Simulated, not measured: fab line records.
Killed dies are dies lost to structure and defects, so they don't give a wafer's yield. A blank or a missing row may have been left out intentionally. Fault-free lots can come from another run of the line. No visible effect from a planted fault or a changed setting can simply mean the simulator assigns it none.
What tool caused it? || flow sky130 || 13 lots, 39 wafers sampled, at 5 steps of a route of 708

## WHAT THE GAUGES READ, wafer by wafer
SKY_VT_ADJUST_LVTN_TW_MEAS_21.
{"lot": "L375", "measured": "day 7 17:52", "on": "film_metro-02", "VT_ADJUST_LVTN_2_TW": "188.6 187.8 187.4"}
{"lot": "L376", "measured": "day 8 02:00", "on": "film_metro-03", "VT_ADJUST_LVTN_2_TW": "186.7 186.8 186.2"}
{"lot": "L377", "measured": "day 8 06:19", "on": "film_metro-02", "VT_ADJUST_LVTN_2_TW": "187.2 187.1 187.1"}
{"lot": "L378", "measured": "day 8 11:47", "on": "film_metro-02", "VT_ADJUST_LVTN_2_TW": "187.3 186.8 188.0"}
{"lot": "L379", "measured": "day 8 22:20", "on": "film_metro-04", "VT_ADJUST_LVTN_2_TW": "189.1 189.3 187.9"}
{"lot": "L381", "measured": "day 9 12:56", "on": "film_metro-03", "VT_ADJUST_LVTN_2_TW": "187.2 186.4 187.7"}
{"lot": "L382", "measured": "day 9 15:25", "on": "film_metro-03", "VT_ADJUST_LVTN_2_TW": "186.8 185.9 187.3"}
{"lot": "L386", "measured": "day 10 18:35", "on": "film_metro-02", "VT_ADJUST_LVTN_2_TW": "188.9 188.9 188.6"}
{"lot": "L392", "measured": "day 13 10:05", "on": "film_metro-04", "VT_ADJUST_LVTN_2_TW": "166.6 167.9 167.7"}
{"lot": "L394", "measured": "day 13 17:40", "on": "film_metro-02", "VT_ADJUST_LVTN_2_TW": "187.7 188.0 188.7"}
{"lot": "L393", "measured": "day 13 18:20", "on": "film_metro-04", "VT_ADJUST_LVTN_2_TW": "169.0 167.8 168.7"}
{"lot": "L396", "measured": "day 13 23:05", "on": "film_metro-03", "VT_ADJUST_LVTN_2_TW": "189.8 189.1 189.0"}
{"lot": "L398", "measured": "day 14 15:10", "on": "film_metro-03", "VT_ADJUST_LVTN_2_TW": "188.3 188.2 188.7"}

SKY_SONOS_TUNNEL_CD_MEAS_07: the cd target is 410 nm.
{"lot": "L375", "measured": "day 11 09:59", "on": "cd_sem-01", "cd_nm (nm)": "410.9 410.7 411.7"}
{"lot": "L376", "measured": "day 11 18:53", "on": "cd_sem-02", "cd_nm (nm)": "410.5 411.4 411.3"}
{"lot": "L377", "measured": "day 11 23:52", "on": "cd_sem-02", "cd_nm (nm)": "409.0 410.3 407.8"}
{"lot": "L378", "measured": "day 12 05:55", "on": "cd_sem-01", "cd_nm (nm)": "409.2 410.8 409.0"}
{"lot": "L379", "measured": "day 12 18:56", "on": "cd_sem-01", "cd_nm (nm)": "412.5 411.5 412.3"}
{"lot": "L381", "measured": "day 13 13:20", "on": "cd_sem-01", "cd_nm (nm)": "407.9 409.1 408.6"}
{"lot": "L382", "measured": "day 13 14:29", "on": "cd_sem-02", "cd_nm (nm)": "413.2 411.2 410.5"}
{"lot": "L386", "measured": "day 14 23:22", "on": "cd_sem-02", "cd_nm (nm)": "410.3 411.0 409.9"}
{"lot": "L392", "measured": "day 18 01:05", "on": "cd_sem-01", "cd_nm (nm)": "412.0 412.2 411.7"}
{"lot": "L394", "measured": "day 18 11:56", "on": "cd_sem-01", "cd_nm (nm)": "411.1 410.7 409.2"}
{"lot": "L393", "measured": "day 18 12:38", "on": "cd_sem-01", "cd_nm (nm)": "406.3 408.5 404.2"}
{"lot": "L396", "measured": "day 18 15:58", "on": "cd_sem-01", "cd_nm (nm)": "409.2 408.7 407.7"}
{"lot": "L398", "measured": "day 19 11:15", "on": "cd_sem-01", "cd_nm (nm)": "411.1 409.0 409.5"}

SKY_SD_N_RS_MEAS_18: the measuring method here is four-point-probe.
{"lot": "L375", "measured": "day 27 21:16", "on": "film_metro-03", "RES_XHIGH_RS (ohm/sq)": "331.4 331.9 330.8"}
{"lot": "L376", "measured": "day 28 14:31", "on": "film_metro-03", "RES_XHIGH_RS (ohm/sq)": "331.0 332.2 331.7"}
{"lot": "L377", "measured": "day 28 17:11", "on": "film_metro-01", "RES_XHIGH_RS (ohm/sq)": "330.9 332.4 332.5"}
{"lot": "L378", "measured": "day 29 00:17", "on": "film_metro-01", "RES_XHIGH_RS (ohm/sq)": "330.9 330.1 330.6"}
{"lot": "L379", "measured": "day 29 04:13", "on": "film_metro-02", "RES_XHIGH_RS (ohm/sq)": "332.2 333.2 333.1"}
{"lot": "L381", "measured": "day 30 05:17", "on": "film_metro-01", "RES_XHIGH_RS (ohm/sq)": "332.0 331.2 331.2"}
{"lot": "L382", "measured": "day 30 07:07", "on": "film_metro-01", "RES_XHIGH_RS (ohm/sq)": "328.9 330.4 329.6"}
{"lot": "L386", "measured": "day 31 15:25", "on": "film_metro-03", "RES_XHIGH_RS (ohm/sq)": "332.5 331.4 331.8"}
{"lot": "L392", "measured": "day 34 22:38", "on": "film_metro-03", "RES_XHIGH_RS (ohm/sq)": "331.7 332.6 333.1"}
{"lot": "L394", "measured": "day 34 23:47", "on": "film_metro-03", "RES_XHIGH_RS (ohm/sq)": "332.1 332.7 331.1"}
{"lot": "L393", "measured": "day 34 23:02", "on": "film_metro-02", "RES_XHIGH_RS (ohm/sq)": "330.9 329.9 331.0"}
{"lot": "L396", "measured": "day 35 01:46", "on": "film_metro-03", "RES_XHIGH_RS (ohm/sq)": "335.0 333.7 333.3"}
{"lot": "L398", "measured": "day 36 04:36", "on": "film_metro-03", "RES_XHIGH_RS (ohm/sq)": "331.7 332.6 331.4"}

SKY_LI_CONTACT_THK_MEAS_01.
{"lot": "L375", "measured": "day 27 21:31", "on": "film_metro-01", "LI_CONTACT_HDPCVD_THK (nm)": "935 924 923"}
{"lot": "L376", "measured": "day 28 14:45", "on": "film_metro-01", "LI_CONTACT_HDPCVD_THK (nm)": "912 915 919"}
{"lot": "L377", "measured": "day 28 17:25", "on": "film_metro-03", "LI_CONTACT_HDPCVD_THK (nm)": "949 939 928"}
{"lot": "L378", "measured": "day 29 00:31", "on": "film_metro-01", "LI_CONTACT_HDPCVD_THK (nm)": "925 927 932"}
{"lot": "L379", "measured": "day 29 04:28", "on": "film_metro-02", "LI_CONTACT_HDPCVD_THK (nm)": "940 940 949"}
{"lot": "L381", "measured": "day 30 05:30", "on": "film_metro-03", "LI_CONTACT_HDPCVD_THK (nm)": "923 931 919"}
{"lot": "L382", "measured": "day 30 07:21", "on": "film_metro-02", "LI_CONTACT_HDPCVD_THK (nm)": "937 931 919"}
{"lot": "L386", "measured": "day 31 15:39", "on": "film_metro-02", "LI_CONTACT_HDPCVD_THK (nm)": "924 921 928"}
{"lot": "L392", "measured": "day 34 23:00", "on": "film_metro-03", "LI_CONTACT_HDPCVD_THK (nm)": "928 938 935"}
{"lot": "L394", "measured": "day 35 00:01", "on": "film_metro-02", "LI_CONTACT_HDPCVD_THK (nm)": "941 919 923"}
{"lot": "L393", "measured": "day 34 23:16", "on": "film_metro-02", "LI_CONTACT_HDPCVD_THK (nm)": "951 955 954"}
{"lot": "L396", "measured": "day 35 01:59", "on": "film_metro-02", "LI_CONTACT_HDPCVD_THK (nm)": "921 930 932"}
{"lot": "L398", "measured": "day 36 04:49", "on": "film_metro-01", "LI_CONTACT_HDPCVD_THK (nm)": "929 921 934"}

## WHAT TOOL EACH LOT RAN ON (gives the tool, then ch and the chambers of the sampled wafers, and finally the start)
{"lot": "L375", "SKY_VT_ADJUST_LVTN_IMPLANT_19": "implanter-03 ch 0, day 7 17:37"}
{"lot": "L376", "SKY_VT_ADJUST_LVTN_IMPLANT_19": "implanter-03 ch 0, day 8 01:45"}
{"lot": "L377", "SKY_VT_ADJUST_LVTN_IMPLANT_19": "implanter-04 ch 0, day 8 06:05"}
{"lot": "L378", "SKY_VT_ADJUST_LVTN_IMPLANT_19": "implanter-03 ch 0, day 8 11:33"}
{"lot": "L379", "SKY_VT_ADJUST_LVTN_IMPLANT_19": "implanter-04 ch 0, day 8 22:05"}
{"lot": "L381", "SKY_VT_ADJUST_LVTN_IMPLANT_19": "implanter-03 ch 0, day 9 12:43"}
{"lot": "L382", "SKY_VT_ADJUST_LVTN_IMPLANT_19": "implanter-04 ch 0, day 9 15:10"}
{"lot": "L386", "SKY_VT_ADJUST_LVTN_IMPLANT_19": "implanter-01 ch 0, day 10 18:21"}
{"lot": "L392", "SKY_VT_ADJUST_LVTN_IMPLANT_19": "implanter-03 ch 0, day 13 09:50"}
{"lot": "L394", "SKY_VT_ADJUST_LVTN_IMPLANT_19": "implanter-04 ch 0, day 13 17:25"}
{"lot": "L393", "SKY_VT_ADJUST_LVTN_IMPLANT_19": "implanter-03 ch 0, day 13 18:06"}
{"lot": "L396", "SKY_VT_ADJUST_LVTN_IMPLANT_19": "implanter-04 ch 0, day 13 22:52"}
{"lot": "L398", "SKY_VT_ADJUST_LVTN_IMPLANT_19": "implanter-04 ch 0, day 14 14:57"}
- SKY_VT_ADJUST_LVTN_IMPLANT_19

## WHAT THE TOOLS THEMSELVES READ (means of the sampled wafers that have a number; where no wafer has one, the mark that the record gives instead)
SKY_VT_ADJUST_LVTN_IMPLANT_19.
{"lot": "L375", "tool": "implanter-03", "dose_ions_cm2": 6.5e+11, "end_station_pressure_torr (Torr)": 4.89e-06, "faraday_current_uA": 3.61}
{"lot": "L376", "tool": "implanter-03", "dose_ions_cm2": 6.5e+11, "end_station_pressure_torr (Torr)": 4.92e-06, "faraday_current_uA": 3.69}
{"lot": "L377", "tool": "implanter-04", "dose_ions_cm2": 6.5e+11, "end_station_pressure_torr (Torr)": 5.00e-06, "faraday_current_uA": 3.66}
{"lot": "L378", "tool": "implanter-03", "dose_ions_cm2": 6.5e+11, "end_station_pressure_torr (Torr)": 5.09e-06, "faraday_current_uA": 3.68}
{"lot": "L379", "tool": "implanter-04", "dose_ions_cm2": 6.5e+11, "end_station_pressure_torr (Torr)": 4.88e-06, "faraday_current_uA": 3.69}
{"lot": "L381", "tool": "implanter-03", "dose_ions_cm2": 6.5e+11, "end_station_pressure_torr (Torr)": 4.87e-06, "faraday_current_uA": 3.63}
{"lot": "L382", "tool": "implanter-04", "dose_ions_cm2": 6.5e+11, "end_station_pressure_torr (Torr)": 5.03e-06, "faraday_current_uA": 3.65}
{"lot": "L386", "tool": "implanter-01", "dose_ions_cm2": 6.5e+11, "end_station_pressure_torr (Torr)": 5.14e-06, "faraday_current_uA": 3.63}
{"lot": "L392", "tool": "implanter-03", "dose_ions_cm2": 4.3e+11, "end_station_pressure_torr (Torr)": 5.15e-06, "faraday_current_uA": 2.44}
{"lot": "L394", "tool": "implanter-04", "dose_ions_cm2": 6.5e+11, "end_station_pressure_torr (Torr)": 5.12e-06, "faraday_current_uA": 3.65}
{"lot": "L393", "tool": "implanter-03", "dose_ions_cm2": 4.3e+11, "end_station_pressure_torr (Torr)": 5.01e-06, "faraday_current_uA": 2.40}
{"lot": "L396", "tool": "implanter-04", "dose_ions_cm2": 6.5e+11, "end_station_pressure_torr (Torr)": 5.09e-06, "faraday_current_uA": 3.64}
{"lot": "L398", "tool": "implanter-04", "dose_ions_cm2": 6.5e+11, "end_station_pressure_torr (Torr)": 4.92e-06, "faraday_current_uA": 3.65}

## THE ANSWER, worked out from the rows above alone
Rule: what is usual is taken from the lots themselves. The widest of any qualifying gaps counts: lots, ordered by their means at a reading, are off when they make up no more than a third of the lots, leave a main group of 4 or more, and stand apart from it by 3 or more times the standard deviation of that group's means. A main group whose means are all the same, to the digits that the tables above print for the reading, isn't used. Also off: a lot with no number at a reading for which 4 or more lots have one. Any other lot the step has rows for is counted as sound. Order of review: gauges by route order, followed by the tools' own readings, for which a lot's mean as printed above is used. At the first step where some lot is off, the reading lying furthest off is the one used; lots without a number count as furthest.
Off: L392, L393, seen at SKY_VT_ADJUST_LVTN_TW_MEAS_21 (VT_ADJUST_LVTN_2_TW). The main group: mean 187.8, standard deviation 0.88.
If a tool, at a process step before that reading, ran all the lots that are off and no sound lot after the first of them, it fits. Not tried: the gauges at SKY_VT_ADJUST_LVTN_TW_MEAS_21; whatever is off there is also off at SKY_VT_ADJUST_LVTN_IMPLANT_19, on other tools, and gauge error can't account for it. One fits: implanter-03 at SKY_VT_ADJUST_LVTN_IMPLANT_19. Its last sound lot is L381 (day 9 12:43), its first lot that is off L392 (day 13 09:50): a fault that began between those two fits.
The tool's own readings at SKY_VT_ADJUST_LVTN_IMPLANT_19 bear it out: on the lots that are off they differ by more than 5 times the standard deviation of the sound lots' means. dose_ions_cm2 reads 4.3e+11 there against 6.5e+11 on the sound lots; faraday_current_uA reads 2.42 there against 3.65 on the sound lots.

## WHAT THE SIMULATOR HAD INSERTED
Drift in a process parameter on implanter-03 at SKY_VT_ADJUST_LVTN_IMPLANT_19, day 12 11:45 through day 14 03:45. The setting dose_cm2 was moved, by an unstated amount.
Shown lots that were struck: L392, L393. The rule above reached the same finding.
